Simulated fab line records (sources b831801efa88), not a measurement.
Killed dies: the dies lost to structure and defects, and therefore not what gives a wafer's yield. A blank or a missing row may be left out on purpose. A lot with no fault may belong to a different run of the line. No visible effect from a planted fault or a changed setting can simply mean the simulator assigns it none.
Which tool was responsible?	flow gf180mcu	13 lots, 39 wafers sampled, at 6 steps of a route of 602

== WHAT THE GAUGES READ, wafer by wafer ==
GF_VT_IMPLANT_OVL_MEAS_29.
lot	measured	on	VT_IMPLANT_02_OVL (nm)
L474	day 6 20:48	overlay-02	-2.8 -3.1 -2.8
L476	day 7 13:00	overlay-01	- - -
L477	day 7 16:21	overlay-01	-2.0 -1.7 -1.3
L487	day 10 11:09	overlay-01	1.8 0.9 2.3
L488	day 10 17:27	overlay-01	-0.5 -0.3 -1.8
L489	day 11 00:43	overlay-02	1.5 0.6 -0.3
L490	day 11 07:53	overlay-02	-1.0 -1.4 -0.5
L492	day 11 20:06	overlay-02	1.1 1.9 1.3
L493	day 11 23:55	overlay-02	1.5 0.4 1.4
L494	day 12 12:19	overlay-02	-1.5 -2.7 -1.0
L495	day 12 17:03	overlay-01	-0.4 0.7 -0.1
L496	day 12 20:18	overlay-01	-3.0 -2.1 -2.7
L497	day 13 04:28	overlay-01	-2.3 -2.6 -2.0

GF_VT_IMPLANT_TW_MEAS_32.
lot	measured	on	VT_IMPLANT_3_TW
L474	day 6 21:05	filmMetro-02	266.1 264.4 264.2
L476	day 7 13:17	filmMetro-01	30.2 30.0 30.0
L477	day 7 16:38	filmMetro-01	268.8 269.8 268.7
L487	day 10 11:26	filmMetro-02	266.6 267.8 265.7
L488	day 10 17:44	filmMetro-02	266.4 265.1 265.4
L489	day 11 01:01	filmMetro-02	267.4 266.5 266.7
L490	day 11 08:11	filmMetro-02	266.8 266.5 267.3
L492	day 11 20:23	filmMetro-02	266.1 267.1 266.9
L493	day 12 00:12	filmMetro-02	264.3 265.3 264.9
L494	day 12 12:37	filmMetro-02	264.8 266.3 266.1
L495	day 12 17:20	filmMetro-03	269.3 267.1 269.3
L496	day 12 20:35	filmMetro-01	269.6 270.0 269.0
L497	day 13 04:46	filmMetro-01	269.7 268.3 269.3

GF_POLY_GATE_CD_MEAS_10 targets a cd of 280 nm.
lot	measured	on	cdNm (nm)
L474	day 9 04:25	cdSem-02	278.9 279.3 278.2
L477	day 10 02:08	cdSem-02	278.8 279.4 278.6
L487	day 13 02:54	cdSem-01	281.8 282.0 282.0
L488	day 13 11:15	cdSem-01	281.1 279.6 280.0
L489	day 13 18:01	cdSem-02	280.6 279.9 279.1
L490	day 14 01:14	cdSem-01	282.1 281.5 282.1
L492	day 14 18:09	cdSem-02	280.3 280.4 280.5
L493	day 14 19:40	cdSem-02	281.0 281.1 280.5
L494	day 15 07:41	cdSem-01	277.9 278.2 279.6
L495	day 15 12:21	cdSem-01	279.7 279.5 279.6
L496	day 15 16:21	cdSem-02	279.2 277.8 279.5
L497	day 16 02:56	cdSem-02	279.2 279.0 278.8

GF_POLY_GATE_THK_MEAS_17.
lot	measured	on	POLY_GATE_OXIDATION_THK (nm)
L474	day 9 06:59	filmMetro-04	3.84 3.83 3.85
L477	day 10 03:48	filmMetro-02	4.01 3.97 3.90
L487	day 13 05:35	filmMetro-02	4.04 4.01 4.00
L488	day 13 12:54	filmMetro-01	3.96 3.88 3.93
L489	day 13 20:45	filmMetro-04	3.91 3.93 3.95
L490	day 14 02:54	filmMetro-04	4.12 3.99 4.01
L492	day 14 20:38	filmMetro-02	3.90 3.98 3.90
L493	day 14 21:53	filmMetro-01	4.04 4.03 4.06
L494	day 15 09:20	filmMetro-02	4.02 4.04 3.97
L495	day 15 14:01	filmMetro-01	4.00 4.01 3.96
L496	day 15 18:01	filmMetro-01	4.11 4.03 4.12
L497	day 16 04:34	filmMetro-02	3.98 3.94 3.94

GF_HV_LDD_CD_MEAS_31 targets a cd of 400 nm.
lot	measured	on	cdNm (nm)
L474	day 11 14:07	cdSem-02	398.6 397.4 399.9
L477	day 12 12:42	cdSem-01	396.2 397.8 395.1
L487	day 15 22:03	cdSem-01	398.6 400.4 398.0
L488	day 16 04:19	cdSem-01	400.0 401.8 400.6
L489	day 16 14:13	cdSem-01	395.7 398.3 395.3
L490	day 16 20:54	cdSem-01	400.7 402.7 400.5
L492	day 17 12:22	cdSem-02	400.2 401.1 402.4
L493	day 17 15:09	cdSem-01	399.9 399.6 399.1
L494	day 18 04:23	cdSem-01	401.1 401.8 401.8
L495	day 18 07:38	cdSem-01	399.8 400.5 401.1
L496	day 18 10:54	cdSem-01	404.3 402.9 403.5
L497	day 19 00:32	cdSem-02	403.2 403.5 402.4

== EACH LOT AND THE TOOL THAT RAN IT (in order: tool; ch and the chambers of the sampled wafers; start) ==
lot	GF_VT_IMPLANT_EXPOSE_26
L474	ilineStepper-01 ch 0, day 6 13:14
L476	ilineStepper-01 ch 0, day 7 05:36
L477	ilineStepper-01 ch 0, day 7 08:46
L487	ilineStepper-02 ch 0, day 10 03:02
L488	ilineStepper-02 ch 0, day 10 07:58
L489	ilineStepper-02 ch 0, day 10 15:11
L490	ilineStepper-02 ch 0, day 10 23:03
L492	ilineStepper-02 ch 0, day 11 10:25
L493	ilineStepper-01 ch 0, day 11 14:51
L494	ilineStepper-01 ch 0, day 12 02:34
L495	ilineStepper-02 ch 0, day 12 07:17
L496	ilineStepper-02 ch 0, day 12 10:45
L497	ilineStepper-01 ch 0, day 12 18:53
- GF_VT_IMPLANT_EXPOSE_26: exposes mask LVPWELL HV AREA, target cd 860 nm.

== AS READ BY THE TOOLS THEMSELVES (means over the sampled wafers that have a number; for cases with no such wafer, the mark the record gives instead) ==
GF_VT_IMPLANT_EXPOSE_26.
lot	tool	stageVelMmS (mm/s)
L474	ilineStepper-01	500.00
L476	ilineStepper-01	500.13
L477	ilineStepper-01	500.11
L487	ilineStepper-02	500.00
L488	ilineStepper-02	499.93
L489	ilineStepper-02	500.03
L490	ilineStepper-02	500.01
L492	ilineStepper-02	499.96
L493	ilineStepper-01	500.18
L494	ilineStepper-01	500.57
L495	ilineStepper-02	500.28
L496	ilineStepper-02	499.94
L497	ilineStepper-01	500.47

== THE ANSWER, worked out from the rows above alone ==
Rule: the usual values come from the lots themselves. The widest of any qualifying gaps counts: lots, ordered by their means at a reading, are off when they make up no more than a third of the lots, leave a main group of 4 or more, and stand apart from it by 3 or more times the standard deviation of that group's means. The tables above print the reading to a certain number of digits; a main group whose means all agree to those digits is not used. Also off: a lot with no number at a reading for which 4 or more lots have one. All remaining lots with rows at the step are treated as sound. First the gauges in route order, then the tools' own readings, where a lot's mean is used as printed above. The first step at which some lot is off is used, and at that step the reading that is off furthest; a lot without a number counts as furthest.
Off: L476, seen at GF_VT_IMPLANT_OVL_MEAS_29 (VT_IMPLANT_02_OVL). Without a number there: L476. Mean -0.7 nm and standard deviation 1.5 in the main group.
A tool fits if, at a process step before that reading, it ran every lot that is off, and no sound lot after the first of them. The gauges at GF_VT_IMPLANT_OVL_MEAS_29 aren't tried: what is off there is off at GF_VT_IMPLANT_TW_MEAS_32 too, on other tools, and a gauge's error can't cause that. None of those tried fits.

== WHAT THE SIMULATOR HAD INSERTED ==
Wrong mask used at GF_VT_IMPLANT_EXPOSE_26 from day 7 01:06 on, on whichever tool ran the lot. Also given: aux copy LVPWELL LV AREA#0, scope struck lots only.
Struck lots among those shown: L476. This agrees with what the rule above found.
